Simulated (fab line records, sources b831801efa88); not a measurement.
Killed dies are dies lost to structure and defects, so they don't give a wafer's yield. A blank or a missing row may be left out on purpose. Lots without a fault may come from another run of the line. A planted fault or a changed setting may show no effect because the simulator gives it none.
Problem report in the 8D (eight disciplines) form, filled by code | flow sky130 | the parts of the form that need people (team, actions taken, sign-off) are left out

1. THE PROBLEM
spin_speed_rpm at SKY_LDD_N_COAT_02 reads a mean of 2844.8 rpm on 6 wafers of 2 lots; wafers without a fault read 2999.7 rpm with a standard deviation of 2.1. That is -74 standard deviations from the usual mean.
The step: resist thk 300 nm.
First seen on wafer L801.1, day 22 06:35, on litho_track-02. The record holds 36 wafers of 12 lots with a number at this step. Rule for "out", or "out of limits": more than 4 standard deviations from the usual mean. The other wafers with a number count as sound.

2. WHAT IT IS AND WHAT IT IS NOT
question                    | is                     | is not
which readings at this step | spin_speed_rpm         | exhaust_pa
which lots                  | L801, L802             | L789, L792, L794, L799, L803, L804, L807, L808, L809, L810
which wafers of those lots  | all that have a number | -
read on which tools         | litho_track-02         | litho_track-03, litho_track-04
when                        | from day 22 06:35      | up to then (12 sound wafers); but 18 sound wafers of L803, L804, L807, L808, L809, L810 came after

3. SUSPECTS, AND WHAT RULES EACH OUT
Counting: a tool at a process step up to the reading stays a suspect if it ran every lot that is out and no sound lot after the first of them.
- litho_track-02 at SKY_LDD_N_COAT_02 (resist thk 300 nm): kept. It ran every lot that is out, first L801 (day 22 06:35), and no sound lot after that; its last sound lot up to then is L792 (day 19 04:11). Its own readings are out on those wafers: spin_speed_rpm.
Left after counting: litho_track-02 at SKY_LDD_N_COAT_02.

4. THE CAUSE (what the simulator had put in)
Process parameter drift: litho_track-02, from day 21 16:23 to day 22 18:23, at SKY_LDD_N_COAT_02. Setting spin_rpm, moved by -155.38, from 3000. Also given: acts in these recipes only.
Counting left only this tool.

5. THE CHAIN OF EFFECTS, in route order
Each row: a reading whose mean over the struck wafers that have a number lies more than 3 standard deviations from the usual. Only readings for which the record gives a usual standard deviation are gone through. hours: the time from each lot's start at the first step in this table that gives one to its start at this step, as a median over the lots. sigmas: the change in usual standard deviations.
hours | step               | reading                  | usual      | on struck wafers | change | sigmas
0     | SKY_LDD_N_COAT_02  | spin_speed_rpm           | 2999.7 rpm | 2844.8           | -154.8 | -74
16    | SKY_LDD_N_STRIP_16 | strip_time_to_endpoint_s | 4.323 s    | 4.420            | +0.096 | +8.0
The process steps in it:
- SKY_LDD_N_COAT_02: resist thk 300 nm.
- SKY_LDD_N_STRIP_16: strips in O2/N2.

6. WHAT WOULD HAVE CAUGHT IT SOONER
In this record the first reading out of limits was taken at day 22 06:35, 14 hours after the fault began at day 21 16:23.
